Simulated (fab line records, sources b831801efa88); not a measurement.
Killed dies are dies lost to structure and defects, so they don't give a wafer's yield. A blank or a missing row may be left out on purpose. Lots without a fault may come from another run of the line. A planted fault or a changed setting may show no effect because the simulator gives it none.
Which tool did it? | flow sky130 | 13 lots, 39 wafers sampled, at 3 steps of a route of 708

WHAT THE GAUGES READ, wafer by wafer
SKY_LI_CONTACT_CD_MEAS_12: target cd 170 nm. Usual: cd_nm 169.8 nm, standard deviation 1.5.
lot  | measured     | on        | cd_nm (nm)        | flag
L833 | day 28 14:29 | cd_sem-01 | 170.2 171.6 169.5 |
L835 | day 29 15:46 | cd_sem-02 | 171.1 169.6 169.9 |
L836 | day 29 20:02 | cd_sem-02 | 168.7 167.3 170.0 |
L837 | day 30 12:02 | cd_sem-02 | 169.7 171.0 171.5 |
L838 | day 30 13:55 | cd_sem-01 | 166.9 168.9 168.8 |
L839 | day 31 01:29 | cd_sem-02 | 171.2 170.3 170.1 |
L840 | day 31 08:07 | cd_sem-01 | 173.6 173.4 173.4 |
L843 | day 32 20:27 | cd_sem-01 | 167.2 167.4 167.3 |
L845 | day 33 14:29 | cd_sem-01 | 134.8 136.3 134.2 | OFF
L849 | day 35 00:02 | cd_sem-02 | 170.3 169.6 170.1 |
L850 | day 35 02:49 | cd_sem-01 | 169.3 170.0 168.8 |
L855 | day 36 15:22 | cd_sem-01 | 170.0 167.6 169.2 |
L856 | day 37 07:02 | cd_sem-02 | 168.9 168.4 168.4 |

WHICH TOOL RAN EACH LOT (tool, then ch and the chambers of the sampled wafers, then the start)
lot  | SKY_LI_CONTACT_CMP_02         | SKY_LI_CONTACT_EXPOSE_09
L833 | cmp-02 ch 1,2,3, day 27 09:23 | krf_scanner-02 ch 0, day 28 00:07
L835 | cmp-02 ch 0,2,3, day 28 12:07 | krf_scanner-01 ch 0, day 29 02:23
L836 | cmp-01 ch 0,1,2, day 28 16:01 | krf_scanner-02 ch 0, day 29 06:37
L837 | cmp-02 ch 0,3, day 29 07:52   | krf_scanner-02 ch 0, day 29 22:25
L838 | cmp-01 ch 1,2,3, day 29 10:31 | krf_scanner-02 ch 0, day 30 00:55
L839 | cmp-02 ch 0,2, day 29 21:40   | krf_scanner-02 ch 0, day 30 12:27
L840 | cmp-01 ch 0,3, day 30 05:19   | krf_scanner-02 ch 0, day 30 19:01
L843 | cmp-02 ch 1,2, day 31 17:46   | krf_scanner-01 ch 0, day 32 06:52
L845 | cmp-01 ch 1,2,3, day 32 11:22 | krf_scanner-02 ch 0, day 33 01:37
L849 | cmp-01 ch 0,1, day 33 21:18   | krf_scanner-02 ch 0, day 34 10:46
L850 | cmp-02 ch 0,3, day 34 00:52   | krf_scanner-02 ch 0, day 34 14:08
L855 | cmp-01 ch 0,1,3, day 35 12:55 | krf_scanner-02 ch 0, day 36 02:32
L856 | cmp-01 ch 2,3, day 36 04:34   | krf_scanner-01 ch 0, day 36 18:00
- SKY_LI_CONTACT_CMP_02: polishes PSG.
- SKY_LI_CONTACT_EXPOSE_09: exposes mask LICM1, target cd 170 nm.

WHAT THE TOOLS THEMSELVES READ (means of the sampled wafers that have a number; where no wafer has one, the mark that the record gives instead)
SKY_LI_CONTACT_CMP_02. Usual: motor_current_A 12.3 A, standard deviation 1.3; platen_rpm 60.00 rpm, standard deviation 0.046; retaining_ring_pressure_frac 1.000, standard deviation 0.0048; slurry_filter_dp_kPa 13.49 kPa, standard deviation 0.14; time_to_endpoint_s 32.1 s, standard deviation 2.3.
lot  | tool   | motor_current_A (A) | platen_rpm (rpm) | retaining_ring_pressure_frac | slurry_filter_dp_kPa (kPa) | time_to_endpoint_s (s) | flag
L833 | cmp-02 | 11.4                | 60.00            | 1.001                        | 13.39                      | 32.3                   |
L835 | cmp-02 | 12.3                | 60.01            | 1.002                        | 13.41                      | 33.2                   |
L836 | cmp-01 | 12.6                | 60.01            | 1.001                        | 13.43                      | 32.0                   |
L837 | cmp-02 | 11.7                | 60.05            | 0.998                        | 13.65                      | 36.1                   |
L838 | cmp-01 | 13.1                | 60.03            | 0.997                        | 13.43                      | 31.9                   |
L839 | cmp-02 | 13.2                | 60.01            | 1.002                        | 13.48                      | 30.7                   |
L840 | cmp-01 | 11.7                | 59.99            | 1.003                        | 13.45                      | 34.8                   |
L843 | cmp-02 | 12.5                | 60.02            | 0.997                        | 13.50                      | 32.7                   |
L845 | cmp-01 | 13.0                | 60.01            | 1.003                        | 13.33                      | 29.8                   |
L849 | cmp-01 | 12.1                | 60.05            | 1.001                        | 13.48                      | 33.3                   |
L850 | cmp-02 | 12.3                | 60.03            | 1.003                        | 13.43                      | 31.5                   |
L855 | cmp-01 | 12.1                | 60.03            | 0.998                        | 13.47                      | 32.3                   |
L856 | cmp-01 | 12.5                | 60.00            | 1.006                        | 13.44                      | 32.5                   |

THE ANSWER, worked out from the rows above alone
Rule: a lot is off if the mean of its wafers that have a number lies more than 3 standard deviations from the usual mean. A lot without any number at a reading at which 4 lots or more have one is off too. The other lots that the step has rows for count as sound. The gauges are gone through in route order, then the tools' own readings, and for those a lot's mean is taken as printed above. The first step at which some lot is off is used, and at that step the reading that is off furthest; a lot without a number counts as furthest.
Off: L845, at SKY_LI_CONTACT_CD_MEAS_12 (cd_nm).
A tool fits if, at a process step before that reading, it ran every lot that is off, and no sound lot after the first of them. The gauges at SKY_LI_CONTACT_CD_MEAS_12 are tried like those tools. None of those tried fits.

WHAT THE SIMULATOR HAD PUT IN
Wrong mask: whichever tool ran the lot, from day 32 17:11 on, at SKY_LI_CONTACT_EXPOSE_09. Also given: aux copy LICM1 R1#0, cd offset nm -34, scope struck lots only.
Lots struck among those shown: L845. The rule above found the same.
